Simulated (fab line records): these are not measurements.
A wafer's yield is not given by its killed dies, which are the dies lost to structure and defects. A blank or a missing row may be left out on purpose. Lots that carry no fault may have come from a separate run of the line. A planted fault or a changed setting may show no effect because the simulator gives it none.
Matching of chambers + flow gf180mcu + 4 sister chambers for GF_PASSIVATION_ETCH_11 on rieDiel-01
The step etches the open film in CF4/O2, stops on TiN, target depth 1800 nm, time 400 s. 4 wafers are shown with their chamber, then 9 later ones without.

## WAFERS WITH THEIR CHAMBER
| wafer  | chamber | drypumpMotorCurrentA (A) |
|--------|---------|--------------------------|
| L084.1 | 3       | 5.48                     |
| L086.1 | 2       | 5.88                     |
| L086.3 | 1       | 5.69                     |
| L086.4 | 0       | 5.57                     |

## WAFERS WHOSE CHAMBER IS MISSING
| wafer  | drypumpMotorCurrentA (A) |
|--------|--------------------------|
| L088.2 | 5.58                     |
| L088.3 | 5.92                     |
| L088.4 | 5.69                     |
| L091.1 | 5.56                     |
| L091.2 | 5.89                     |
| L091.6 | 5.91                     |
| L094.3 | 5.50                     |
| L094.4 | 5.96                     |
| L094.6 | 5.54                     |

## WHICH CHAMBER EACH ONE RAN IN
| wafer  | from the rows above     | in truth |
|--------|-------------------------|----------|
| L088.2 | 0                       | 0        |
| L088.3 | 2                       | 2        |
| L088.4 | 1                       | 1        |
| L091.1 | 0                       | 0        |
| L091.2 | 2                       | 2        |
| L091.6 | 2                       | 2        |
| L094.3 | can't be placed: 3 or 0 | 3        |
| L094.4 | 2                       | 2        |
| L094.6 | can't be placed: 0 or 3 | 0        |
Placed correctly: 7 of 9. Unplaceable from these rows: 2, with the true chamber sitting among the candidates in 2. 0 placed wrongly.
How it was worked out, from the rows above alone: a wafer's distance from a chamber is the root of the sum, over the readings, of the square of ((its reading less the chamber's mean) divided by the reading's scatter). If the next closest chamber is less than 2 further off than the closest, the wafer can't be placed; otherwise it belongs to the closest. The mean given for a chamber averages the wafers shown for that chamber. The scatter (one wafer shown for each chamber): square how far every hidden wafer sits from the nearest shown wafer, average those squares and take the square root.
